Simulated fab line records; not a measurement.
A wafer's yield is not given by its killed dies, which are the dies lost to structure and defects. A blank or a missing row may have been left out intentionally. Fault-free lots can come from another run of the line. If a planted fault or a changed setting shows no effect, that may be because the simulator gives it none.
Problem report in the 8D (eight disciplines) form, filled by code -- flow gf180mcu -- the parts of the form that need people (team, actions taken, sign-off) are left out

1. THE PROBLEM
Wafers free of any fault read 1440 (standard deviation 11) for HV_LDD_3_TW at GF_HV_LDD_TW_MEAS_38, against a mean of 1342 on 6 wafers of 2 lots. Measured from the usual mean, that is -8.9 standard deviations.
First observed at day 14 06:13: wafer L823.1, on film-metro-01. The record has a number at this step for 36 wafers belonging to 12 lots. By rule, "out" or "out of limits" means more than 4 standard deviations away from the usual mean. The rest of the wafers with a number are treated as sound.

2. WHAT IT IS, AND WHAT IT ISN'T
question,is,is not
which readings at this step,HV_LDD_3_TW,-
which lots,"L823, L825","L816, L817, L818, L820, L821, L822, L828, L835, L836, L837"
which wafers of those lots,all that have a number,-
read on which gauges,film-metro-01,"film-metro-02, film-metro-04"
when,from day 14 06:13,"up to then (18 sound wafers); but 12 sound wafers of L828, L835, L836, L837 came after"

3. SUSPECTS, AND WHAT RULES EACH OUT
Counting: any tool at a process step up to the reading is kept as a suspect provided that every lot that is out went through it and no sound lot did after the first of them.
- the gauge at GF_HV_LDD_TW_MEAS_38 has been ruled out. All the wafers that are out were read on film-metro-01, but those of them that GF_HV_LDD_IMPLANT_33 has rows for are out there too, on other tools.
- implanter-04 at GF_HV_LDD_IMPLANT_33: ruled out as a lasting fault. Following L823 (day 14 05:31), the first lot on it that is out, the sound lots L835, L836, L837 were run on it.
Left after counting: nothing in the record.

4. THE CAUSE (what the simulator had put in)
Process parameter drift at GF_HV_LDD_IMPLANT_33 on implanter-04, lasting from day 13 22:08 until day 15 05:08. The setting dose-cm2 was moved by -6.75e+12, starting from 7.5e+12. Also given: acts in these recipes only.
Counting ruled it out, wrongly: the rule takes a fault to strike every lot that its tool runs from its start on, and this one did not.

5. THE EFFECT CHAIN, in route order
Each row: a reading where the mean over the struck wafers with a number is more than 3 standard deviations away from the usual. Scope: only readings with a usual standard deviation given in the record; hours: median across lots of the time from each lot's start at the first step in this table that gives one to its start at this step; sigmas: change in usual standard deviations.
hours,step,reading,usual,on struck wafers,change,sigmas
0,GF_HV_LDD_IMPLANT_33,dose-ions-cm2,7.5e+12,7.6e+11,-6.7e+12,-99 or more
0,GF_HV_LDD_IMPLANT_33,faraday-current-uA,42.2,4.2,-38.0,-44
1,GF_HV_LDD_TW_MEAS_38,HV_LDD_3_TW,1440,1342,-98,-8.9
22,GF_HV_LDD_RS_MEAS_53,HV_LDD_RS,428.6 ohm/sq,449.3,+20.7,+26
Here are the process steps it includes:
- GF_HV_LDD_IMPLANT_33

6. WHAT WOULD HAVE CAUGHT IT SOONER
8 hours passed between the start of the fault at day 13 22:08 and the first reading out of limits at a measuring or inspecting step in this record, taken at day 14 06:13.
The tool's own readings at GF_HV_LDD_IMPLANT_33 were out on every struck wafer that the step has a row for (dose-ions-cm2, faraday-current-uA): an alarm limit on them would have fired on the first of those.
